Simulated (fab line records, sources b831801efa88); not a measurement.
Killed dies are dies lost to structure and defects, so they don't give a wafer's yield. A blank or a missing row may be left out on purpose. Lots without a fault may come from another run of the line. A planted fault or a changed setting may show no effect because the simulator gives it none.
Which tool did it? | flow sky130 | 24 lots, 72 wafers sampled, at 3 steps of a route of 708

WHAT THE GAUGES READ, wafer by wafer
SKY_LI_CONTACT_OVL_MEAS_13. Usual: LI_CONTACT_OVL 0 nm, standard deviation 4.8.
lot  | measured     | on         | LI_CONTACT_OVL (nm) | flag
L074 | day 30 10:16 | overlay-02 | 1 1 2               |
L076 | day 30 13:19 | overlay-02 | 0 -6 -4             |
L075 | day 30 13:58 | overlay-02 | 2 -9 0              |
L077 | day 30 14:37 | overlay-01 | 1 -4 -2             |
L078 | day 30 16:46 | overlay-01 | -1 -3 2             |
L079 | day 30 17:16 | overlay-01 | 1 3 7               |
L080 | day 31 14:55 | overlay-02 | 11 0 10             |
L081 | day 31 15:01 | overlay-01 | 6 4 4               |
L082 | day 31 22:34 | overlay-02 | 4 -1 2              |
L083 | day 32 02:13 | overlay-02 | -1 0 -10            |
L085 | day 32 13:40 | overlay-02 | 3 0 4               |
L084 | day 32 15:25 | overlay-02 | -3 -5 -14           |
L086 | day 33 05:07 | overlay-02 | 2 6 -1              |
L087 | day 33 05:55 | overlay-02 | 4 7 8               |
L088 | day 33 12:19 | overlay-01 | 7 0 3               |
L089 | day 33 20:38 | overlay-02 | -2 -1 -6            |
L090 | day 34 14:13 | overlay-01 | -6 -3 -5            |
L091 | day 34 17:31 | overlay-02 | 1 5 2               |
L092 | day 35 09:40 | overlay-01 | -3 -8 -6            |
L093 | day 35 09:49 | overlay-02 | -3 1 1              |
L094 | day 35 19:10 | overlay-01 | -1 -5 -7            |
L095 | day 35 22:10 | overlay-02 | 6 8 4               |
L096 | day 36 01:25 | overlay-02 | 6 2 -5              |
L097 | day 36 13:26 | overlay-01 | -3 -9 6             |

SKY_VIA2_CD_MEAS_12: target cd 200 nm. Usual: cd_nm 199.4 nm, standard deviation 1.7.
lot  | measured     | on        | cd_nm (nm)        | flag
L074 | day 37 09:34 | cd_sem-02 | 198.9 199.3 199.9 |
L076 | day 37 15:31 | cd_sem-02 | 200.2 200.6 200.1 |
L075 | day 37 15:49 | cd_sem-02 | 198.8 199.0 200.6 |
L077 | day 37 16:00 | cd_sem-02 | 202.1 199.9 200.4 |
L078 | day 37 17:58 | cd_sem-01 | 201.0 202.0 200.8 |
L079 | day 37 18:45 | cd_sem-01 | 198.7 198.9 198.4 |
L080 | day 38 12:42 | cd_sem-02 | 198.7 198.9 197.6 |
L081 | day 38 14:49 | cd_sem-02 | 201.9 202.2 200.9 |
L082 | day 38 21:21 | cd_sem-02 | 202.3 201.8 201.9 |
L083 | day 38 22:20 | cd_sem-01 | 200.2 201.7 201.2 |
L085 | day 39 08:58 | cd_sem-02 | 198.5 198.1 197.8 |
L084 | day 39 09:19 | cd_sem-01 | 199.9 197.5 199.7 |
L086 | day 39 23:59 | cd_sem-01 | 197.5 197.8 197.4 |
L087 | day 40 01:27 | cd_sem-01 | 199.6 200.4 199.3 |
L088 | day 40 06:51 | cd_sem-02 | 194.6 195.3 195.5 |
L089 | day 40 13:41 | cd_sem-02 | 200.5 199.4 198.8 |
L090 | day 41 05:35 | cd_sem-01 | 198.4 197.1 198.1 |
L091 | day 41 10:00 | cd_sem-01 | 201.3 200.6 200.6 |
L092 | day 42 01:51 | cd_sem-02 | 197.0 196.8 196.8 |
L093 | day 42 03:39 | cd_sem-01 | 198.0 199.7 198.7 |
L094 | day 42 07:44 | cd_sem-02 | 200.4 200.4 200.8 |
L095 | day 42 11:30 | cd_sem-01 | 199.4 199.2 198.2 |
L096 | day 42 14:12 | cd_sem-02 | 199.7 199.0 200.2 |
L097 | day 43 00:50 | cd_sem-01 | 198.7 199.0 200.0 |

WHICH TOOL RAN EACH LOT (tool, then ch and the chambers of the sampled wafers, then the start)
lot  | SKY_CONTACT_ETCH_17
L074 | rie_diel-04 ch 1,2, day 32 19:20
L076 | rie_diel-03 ch 1,2,3, day 32 21:53
L075 | rie_diel-04 ch 0,2,3, day 32 23:36
L077 | rie_diel-01 ch 0,3, day 32 23:56
L078 | rie_diel-03 ch 0,2,3, day 33 01:41
L079 | rie_diel-04 ch 1,2, day 33 02:23
L080 | rie_diel-03 ch 0,1,2, day 33 23:40
L081 | rie_diel-03 ch 1,2,3, day 34 00:34
L082 | rie_diel-04 ch 0,3, day 34 06:57
L083 | rie_diel-04 ch 0,2,3, day 34 09:12
L085 | rie_diel-03 ch 1,2,3, day 34 21:08
L084 | rie_diel-04 ch 1,2,3, day 34 22:24
L086 | rie_diel-04 ch 0,2,3, day 35 11:53
L087 | rie_diel-03 ch 0,3, day 35 12:12
L088 | rie_diel-04 ch 0,3, day 35 20:05
L089 | rie_diel-03 ch 0,2,3, day 36 02:57
L090 | rie_diel-04 ch 2,3, day 36 20:21
L091 | rie_diel-01 ch 0,2,3, day 37 00:35
L092 | rie_diel-01 ch 0,2,3, day 37 17:26
L093 | rie_diel-04 ch 1,3, day 37 17:47
L094 | rie_diel-03 ch 0,1,3, day 38 00:32
L095 | rie_diel-04 ch 0,3, day 38 04:53
L096 | rie_diel-04 ch 1,2,3, day 38 07:09
L097 | rie_diel-04 ch 0,3, day 38 19:36
- SKY_CONTACT_ETCH_17: etches SiO2 in C4F8/O2/Ar, stops on Si3N4, target depth 340 nm.

WHAT THE TOOLS THEMSELVES READ (means of the sampled wafers that have a number; where no wafer has one, the mark that the record gives instead)
SKY_CONTACT_ETCH_17. Usual: oes_product_au 0.892 a.u., standard deviation 0.0046.
lot  | tool        | oes_product_au (a.u.) | flag
L074 | rie_diel-04 | 0.895                 |
L076 | rie_diel-03 | 0.897                 |
L075 | rie_diel-04 | 0.893                 |
L077 | rie_diel-01 | 0.889                 |
L078 | rie_diel-03 | 0.889                 |
L079 | rie_diel-04 | 0.891                 |
L080 | rie_diel-03 | 0.890                 |
L081 | rie_diel-03 | 0.890                 |
L082 | rie_diel-04 | 0.893                 |
L083 | rie_diel-04 | 0.894                 |
L085 | rie_diel-03 | 0.889                 |
L084 | rie_diel-04 | 0.889                 |
L086 | rie_diel-04 | 0.895                 |
L087 | rie_diel-03 | 0.888                 |
L088 | rie_diel-04 | 0.893                 |
L089 | rie_diel-03 | 0.892                 |
L090 | rie_diel-04 | 0.895                 |
L091 | rie_diel-01 | 0.889                 |
L092 | rie_diel-01 | 0.894                 |
L093 | rie_diel-04 | 0.896                 |
L094 | rie_diel-03 | 0.891                 |
L095 | rie_diel-04 | 0.892                 |
L096 | rie_diel-04 | 0.891                 |
L097 | rie_diel-04 | 0.889                 |

THE ANSWER, worked out from the rows above alone
Rule: a lot is off if the mean of its wafers that have a number lies more than 3 standard deviations from the usual mean. A lot without any number at a reading at which 4 lots or more have one is off too. The other lots that the step has rows for count as sound. The gauges are gone through in route order, then the tools' own readings, and for those a lot's mean is taken as printed above. The first step at which some lot is off is used, and at that step the reading that is off furthest; a lot without a number counts as furthest.
No lot is off at any reading shown: from this, nothing can be told.

WHAT THE SIMULATOR HAD PUT IN
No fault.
